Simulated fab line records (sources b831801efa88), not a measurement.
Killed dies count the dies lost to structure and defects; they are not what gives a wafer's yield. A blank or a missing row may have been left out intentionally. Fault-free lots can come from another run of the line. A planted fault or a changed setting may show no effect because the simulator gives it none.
fab line records	flow sfq_line
record: lots: 14	wafers: 42	last_day: 80
route steps=325 shown L0V@16 I2@114 M3@120
lots that met no fault: from a run of the same line without faults
start_h: hours from the record's first day to the start of the lot's first wafer shown	wait_h: how many hours have passed since the lot's step before this one	" as in the row above	L1.1+2: one row covering several wafers at once	- no value, or no start given	* or withheld: withheld	< > ~ a bound
route shown NAME@n: names a module that has steps shown in the file, with the first one's number in the route	usual: average and standard deviation across the fault-free wafers	same: alike in all rows	chamber/n: place in a boat	sites: the reading at each site	_std_site: their standard deviation	_edge_site: outer sites' mean less inner sites'	radius_mm: how far each site lies from the wafer's centre	mask NAME#n: copy n	behind: the most recent tool/chamber to have shaped the wafer	hold: the reason the lot was held/the length of the hold in hours/how it ended	device: transistor that didn't switch, given as n, p or np	end of line: tests run on the same wafers once the route is complete	a step with no rows: only its recipe	killed: at the first sort, the dies lost to defects and structure; wafer yield is something else	map: a wafer's dies, x killed, . not, _ none there
set.NAME: setting as actually run; set.NAME@STEP: the setting as run at that earlier step	model.NAME: the simulator's own value behind a step, which no gauge read
one table for each step of the route and one row for each wafer, over a sample of lots
services: a tool's chamber out of use, with start hour (start_h, from the record's first day; less than 0 if before it), hours out, and reason
== steps ==
step: SFQ_TRILAYER_L0_CAP_PECVD_011
recipe: material: SiO2	temp_c: 150	time_s: 13.333	pressure_torr: 2.4	rf_w: 183.3	precursor: SiH4/N2O	target_thk_nm: 60
usual: chamber_pressure_Torr: 2.400/0.0053	heater_power_w: 82/13	throttle_valve_pct: 24.4/1.4
lot.wafer	tool	chamber	start_h	wait_h	chamber_pressure_Torr	heater_power_w	throttle_valve_pct
L503.2	pecvd-03	1	82.13	0.0	2.404	74	24.1
L503.3	"	2	"	"	2.400	55	22.4
L503.6	"	1	"	"	2.402	75	24.4
L504.1	pecvd-01	0	89.99	0.0	2.403	83	25.5
L504.4	"	0	"	"	2.401	85	25.6
L504.6	"	2	"	"	2.400	81	26.8
L505.1	pecvd-03	0	100.28	0.0	2.404	75	24.0
L505.3	"	2	"	"	2.399	60	22.4
L505.5	"	1	"	"	2.392	70	24.3
L506.2	pecvd-04	2	102.91	0.0	2.393	102	24.5
L506.4	"	0	"	"	2.400	75	22.8
L506.5	"	2	"	"	2.400	96	24.6
L507.1	pecvd-04	2	107.73	0.0	2.395	102	24.8
L507.3	"	1	"	"	2.401	89	23.1
L507.4	"	0	"	"	2.393	84	23.3
L508.2	pecvd-03	1	113.48	0.0	2.387	67	24.5
L508.4	"	1	"	"	2.395	70	24.3
L508.6	"	2	"	"	2.399	58	22.3
L510.1	pecvd-03	0	125.48	0.0	2.405	79	23.9
L510.4	"	1	"	"	2.409	77	24.3
L510.5	"	2	"	"	2.410	61	22.3
L511.2	pecvd-03	0	131.48	0.0	2.398	78	24.2
L511.4	"	0	"	"	2.407	80	23.9
L511.5	"	1	"	"	2.394	73	24.6
L512.1	pecvd-01	2	138.68	0.0	2.398	74	26.9
L512.2	"	1	"	"	2.400	86	25.2
L512.5	"	2	"	"	2.393	77	26.9
L513.1	pecvd-04	0	144.80	0.0	2.402	86	23.1
L513.2	"	2	"	"	2.404	87	24.8
L513.4	"	1	"	"	2.401	96	23.1
L514.4	pecvd-01	0	149.62	0.0	2.401	94	25.6
L514.5	"	1	"	"	2.390	100	25.4
L514.6	"	2	"	"	2.401	83	26.6
L515.1	pecvd-04	2	154.85	0.0	2.406	94	24.8
L515.5	"	2	"	"	2.411	95	24.7
L515.6	"	0	"	"	2.396	82	23.0
L518.3	pecvd-01	2	169.25	0.0	2.396	72	26.6
L518.4	"	2	"	"	2.397	70	26.7
L518.5	"	1	"	"	2.409	93	25.1
L521.1	pecvd-01	1	184.86	0.0	2.399	102	25.5
L521.3	"	2	"	"	2.398	78	26.8
L521.5	"	2	"	"	2.403	79	26.6
step: SFQ_TRILAYER_L0_VIA_ETCH_VIA_ETCH_016
recipe: target: SiO2	stop_on: MoNx_KI	mask_material: PR	chemistry: CHF3	target_depth_nm: 80	source_w: 500	bias_w: 80	pressure_mtorr: 30	time_s: withheld
usual: bias_w: 79.98/0.23	drypump_motor_current_A: 5.7/0.53	oes_product_au: 0.843/0.0072
lot.wafer	tool	chamber	start_h	wait_h	bias_w	drypump_motor_current_A	oes_product_au
L503.2	rie_diel-01	1	161.24	0.0	80.05	6.2	0.836
L503.3	"	0	"	"	80.42	6.6	0.830
L503.6	"	3	"	"	79.62	6.1	0.839
L504.1	rie_diel-04	0	169.64	0.0	79.76	5.0	0.845
L504.4	"	3	"	"	80.57	6.3	0.846
L504.6	"	2	"	"	79.97	4.9	0.842
L505.1	rie_diel-02	1	180.44	0.0	80.21	5.5	0.849
L505.3	"	2	"	"	80.05	6.1	0.840
L505.5	"	3	"	"	79.85	5.2	0.847
L506.2	rie_diel-01	0	185.24	0.0	79.93	6.6	0.839
L506.4	"	1	"	"	80.00	6.2	0.850
L506.5	"	0	"	"	80.01	6.6	0.843
L507.1	rie_diel-04	0	198.81	0.0	79.81	5.0	0.829
L507.3	"	1	"	"	80.14	5.6	0.840
L507.4	"	1	"	"	80.24	5.6	0.846
L508.2	rie_diel-04	0	207.21	0.0	79.83	5.0	0.830
L508.4	"	3	"	"	79.70	6.3	0.852
L508.6	"	3	"	"	79.87	6.2	0.852
L510.1	rie_diel-01	3	226.43	0.0	79.65	6.0	0.849
L510.4	"	2	"	"	79.72	5.7	0.847
L510.5	"	2	"	"	79.78	5.6	0.841
L511.2	rie_diel-02	0	231.23	0.0	79.91	5.3	0.853
L511.4	"	3	"	"	79.90	5.2	0.860
L511.5	"	2	"	"	80.03	6.1	0.844
L512.1	rie_diel-02	3	240.83	0.0	79.68	5.2	0.839
L512.2	"	0	"	"	80.06	5.3	0.833
L512.5	"	3	"	"	80.14	5.2	0.841
L513.1	rie_diel-02	3	244.59	0.0	80.22	5.2	0.841
L513.2	"	2	"	"	80.38	6.1	0.839
L513.4	"	0	"	"	79.98	5.3	0.835
L514.4	rie_diel-01	0	249.23	0.0	80.41	6.6	0.854
L514.5	"	1	"	"	80.11	6.2	0.848
L514.6	"	0	"	"	80.13	6.6	0.854
L515.1	rie_diel-04	1	256.43	0.0	79.81	5.6	0.835
L515.5	"	2	"	"	80.00	4.9	0.833
L515.6	"	1	"	"	79.61	5.6	0.843
L518.3	rie_diel-02	1	276.83	0.0	79.85	5.5	0.840
L518.4	"	3	"	"	79.41	5.2	0.846
L518.5	"	3	"	"	80.16	5.2	0.774
L521.1	rie_diel-02	1	293.22	0.0	80.04	5.5	0.772
L521.3	"	0	"	"	79.94	5.3	0.842
L521.5	"	0	"	"	80.08	5.3	0.773
step: SFQ_TRILAYER_I2_VIA_BARC_OPEN_VIA_ETCH_096
recipe: mask_material: PR	chemistry: O2	target_depth_nm: 125	target: BARC	source_w: 500	bias_w: 80	pressure_mtorr: 30	time_s: 41.7
usual: bias_w: 79.98/0.28	drypump_motor_current_A: 5.8/0.53	oes_product_au: 0.685/0.0047
lot.wafer	tool	chamber	start_h	wait_h	bias_w	drypump_motor_current_A	oes_product_au	rf_hours_counter_h
L503.2	rie_diel-01	0	765.08	0.0	79.85	6.6	0.687	4
L503.3	"	2	"	"	79.93	5.7	0.691	36
L503.6	"	3	"	"	80.10	6.0	0.678	-
L504.1	rie_diel-04	1	766.28	0.0	79.73	5.7	0.682	12
L504.4	"	3	"	"	80.32	6.3	0.681	6
L504.6	"	2	"	"	80.20	4.9	0.680	-
L505.1	rie_diel-04	3	771.08	0.0	79.40	6.3	0.689	6
L505.3	"	0	"	"	79.82	5.0	0.680	29
L505.5	"	3	"	"	79.45	6.3	0.675	-
L506.2	rie_diel-03	0	781.68	0.0	79.62	5.8	0.693	5
L506.4	"	3	"	"	80.30	5.5	0.687	7
L506.5	"	2	"	"	79.95	5.1	0.687	-
L507.1	rie_diel-01	0	822.68	0.0	79.63	6.6	0.678	4
L507.3	"	1	"	"	79.65	6.2	0.690	21
L507.4	"	2	"	"	80.10	5.6	0.678	37
L508.2	rie_diel-04	1	828.72	0.0	79.67	5.6	0.684	13
L508.4	"	0	"	"	79.89	5.0	0.689	30
L508.6	"	3	"	"	80.21	6.3	0.678	-
L510.1	rie_diel-01	1	839.52	0.0	80.03	6.2	0.678	21
L510.4	"	3	"	"	79.67	6.0	0.694	-
L510.5	"	0	"	"	80.14	6.6	0.675	-
L511.2	rie_diel-01	0	855.50	0.0	79.67	6.5	0.692	5
L511.4	"	1	"	"	79.57	6.2	0.685	-
L511.5	"	3	"	"	79.52	6.0	0.689	-
L512.1	rie_diel-01	2	999.19	0.0	80.19	5.6	0.681	3
L512.2	"	3	"	"	79.79	6.0	0.694	18
L512.5	"	1	"	"	80.24	6.2	0.688	-
L513.1	rie_diel-04	2	1007.59	0.0	80.13	4.9	0.687	0
L513.2	"	1	"	"	80.36	5.6	0.696	16
L513.4	"	3	"	"	80.15	6.3	0.675	10
L514.4	rie_diel-04	3	1019.59	0.0	79.95	6.2	0.683	10
L514.5	"	0	"	"	80.05	5.0	0.684	-
L514.6	"	3	"	"	80.41	6.3	0.692	-
L515.1	rie_diel-01	1	1030.24	0.0	80.55	6.2	0.690	2
L515.5	"	2	"	"	80.10	5.6	0.679	-
L515.6	"	1	"	"	80.30	6.2	0.685	-
L518.3	rie_diel-04	1	1068.64	0.0	79.45	5.6	0.695	17
L518.4	"	0	"	"	79.60	5.0	0.692	3
L518.5	"	1	"	"	79.30	5.6	0.685	-
L521.1	rie_diel-01	0	1077.04	0.0	80.23	6.6	0.682	8
L521.3	"	2	"	"	79.86	5.7	0.689	4
L521.5	"	2	"	"	80.10	5.6	0.687	-
step: SFQ_TRILAYER_I2_VIA_STRIP_STRIP_071
recipe: gas: O2	power_w: 200	platen_temp_c: 40	overash_fraction: 0.65	chemistry: O2	pressure_mtorr: 50
usual: drypump_motor_current_A: 6.0/0.45	oes_product_au: 1.001/0.01
lot.wafer	tool	chamber	start_h	wait_h	drypump_motor_current_A	oes_product_au	rf_hours_counter_h
L503.2	rie_metal-03	1	765.23	-	6.1	0.995	114
L503.3	"	1	"	"	6.1	0.993	-
L503.6	"	0	"	"	5.5	1.017	-
L504.1	rie_metal-02	1	766.43	-	6.3	0.997	29
L504.4	"	1	"	"	6.3	0.994	-
L504.6	"	1	"	"	6.3	1.000	-
L505.1	rie_metal-03	0	771.23	-	5.5	1.008	58
L505.3	"	0	"	"	5.4	1.023	-
L505.5	"	1	"	"	6.1	0.996	-
L506.2	rie_metal-03	0	781.83	-	5.5	1.015	61
L506.4	"	1	"	"	6.1	0.993	-
L506.5	"	0	"	"	5.5	1.000	-
L507.1	rie_metal-01	0	822.83	-	5.3	0.997	21
L507.3	"	1	"	"	6.3	1.000	-
L507.4	"	0	"	"	5.3	1.004	-
L508.2	rie_metal-03	0	828.87	-	5.5	1.005	67
L508.4	"	1	"	"	6.1	0.980	-
L508.6	"	1	"	"	6.1	0.984	-
L510.1	rie_metal-01	0	839.67	-	5.3	0.991	23
L510.4	"	0	"	"	5.3	0.997	-
L510.5	"	0	"	"	5.3	0.982	-
L511.2	rie_metal-01	0	855.65	-	5.3	0.999	25
L511.4	"	1	"	"	6.3	0.998	-
L511.5	"	1	"	"	6.3	1.006	-
L512.1	rie_metal-03	1	999.34	-	6.1	0.996	20
L512.2	"	0	"	"	5.5	1.010	88
L512.5	"	1	"	"	6.1	0.991	-
L513.1	rie_metal-01	0	1007.74	-	5.3	0.990	46
L513.2	"	1	"	"	6.3	0.998	35
L513.4	"	0	"	"	5.3	0.988	-
L514.4	rie_metal-03	1	1019.94	-	6.1	0.977	-
L514.5	"	1	"	"	6.1	0.981	-
L514.6	"	0	"	"	5.4	0.997	-
L515.1	rie_metal-02	0	1030.39	-	6.5	1.003	28
L515.5	"	1	"	"	6.3	0.991	-
L515.6	"	0	"	"	6.6	1.010	-
L518.3	rie_metal-01	0	1068.99	-	5.3	1.001	-
L518.4	"	1	"	"	6.3	0.997	-
L518.5	"	1	"	"	6.3	0.999	-
L521.1	rie_metal-02	0	1077.19	-	6.5	0.994	33
L521.3	"	1	"	"	6.3	0.988	-
L521.5	"	1	"	"	6.3	0.994	-
step: SFQ_M3_RS_MEAS_919
recipe: thk_meas_gauge: four-point-probe	reads: Nb_of_TRILAYER_M3_DEP_SPUTTER_073
usual: M3_NB_RS: 0.886/0.0079
lot.wafer	tool	chamber	start_h	wait_h	M3_NB_RS[ohm/sq]
L503.2	film_metro-02	-	766.15	0.1	0.885
L503.3	"	-	"	"	0.870
L503.6	"	-	"	"	0.888
L504.1	film_metro-04	-	767.35	0.0	0.878
L504.4	"	-	"	"	0.885
L504.6	"	-	"	"	0.880
L505.1	film_metro-01	-	772.15	0.0	0.887
L505.3	"	-	"	"	0.895
L505.5	"	-	"	"	0.888
L506.2	film_metro-02	-	782.75	0.1	0.886
L506.4	"	-	"	"	0.877
L506.5	"	-	"	"	0.884
L507.1	film_metro-01	-	823.73	0.0	0.868
L507.3	"	-	"	"	0.877
L507.4	"	-	"	"	0.884
L508.2	film_metro-02	-	829.79	0.1	0.887
L508.4	"	-	"	"	0.882
L508.6	"	-	"	"	0.882
L510.1	film_metro-01	-	840.58	0.0	0.882
L510.4	"	-	"	"	0.884
L510.5	"	-	"	"	0.878
L511.2	film_metro-04	-	856.56	0.1	0.882
L511.4	"	-	"	"	0.880
L511.5	"	-	"	"	0.878
L512.1	film_metro-01	-	1000.25	0.0	0.891
L512.2	"	-	"	"	0.886
L512.5	"	-	"	"	0.884
L513.1	film_metro-01	-	1008.64	0.0	0.893
L513.2	"	-	"	"	0.902
L513.4	"	-	"	"	0.892
L514.4	film_metro-01	-	1020.71	0.1	0.887
L514.5	"	-	"	"	0.881
L514.6	"	-	"	"	0.888
L515.1	film_metro-04	-	1031.30	0.0	0.888
L515.5	"	-	"	"	0.895
L515.6	"	-	"	"	0.893
L518.3	film_metro-01	-	1069.73	0.1	0.890
L518.4	"	-	"	"	0.884
L518.5	"	-	"	"	0.886
L521.1	film_metro-04	-	1078.10	0.0	0.886
L521.3	"	-	"	"	0.882
L521.5	"	-	"	"	0.890
== services ==
tool	chamber	start_h	hours	kind
rie_diel-01	0	73.87	3.0	repair
rie_diel-04	0	147.63	1.4	repair
rie_diel-04	2	170.73	32.8	repair
rie_diel-04	1	173.44	2.9	repair
rie_diel-01	0	252.60	5.0	repair
rie_diel-04	1	281.79	4.0	repair
rie_diel-04	0	288.31	5.0	repair
rie_diel-01	0	312.74	18.0	repair
rie_diel-04	-	322.96	0.9	repair
rie_diel-01	2	427.32	7.7	repair
rie_diel-01	3	442.46	4.9	repair
rie_diel-04	3	462.14	13.0	repair
rie_diel-04	-	485.16	2.8	pm
rie_diel-04	3	488.28	17.7	repair
rie_diel-04	-	545.08	14.6	pm
rie_diel-01	3	606.85	7.2	repair
rie_diel-04	0	641.53	4.4	repair
rie_diel-04	3	740.52	11.4	repair
rie_diel-04	0	749.09	4.3	repair
rie_diel-04	2	770.47	4.3	repair
rie_diel-04	0	812.37	14.1	repair
rie_diel-04	-	842.03	15.6	pm
rie_diel-01	3	847.87	3.9	repair
rie_diel-01	0	885.78	7.8	repair
== key ==
first_sign: step: SFQ_TRILAYER_L0_VIA_ETCH_VIA_ETCH_016	reading: oes_product_au	direction: down	sigmas: 9.7	usual: 0.843	struck: 0.773
effect none on later readings
met_at SFQ_TRILAYER_L0_CAP_PECVD_011
struck_lots L518,L521
struck_wafers L518.5,L521.1,L521.5
not_acting_at SFQ_TRILAYER_I2_VIA_BARC_OPEN_VIA_ETCH_096,SFQ_TRILAYER_I2_VIA_STRIP_STRIP_071,SFQ_M3_RS_MEAS_919
onset_between 149.62 169.25
fault: kind: process_parameter_drift	tool: pecvd-01	chamber: -	onset_h: 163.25	steps: SFQ_TRILAYER_L0_CAP_PECVD_011	channel: target_thk_nm	offset: -9.5711	shape: step	end_h: 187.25	scope: struck_wafers_only	acts_in: these_recipes_only	stated: 60
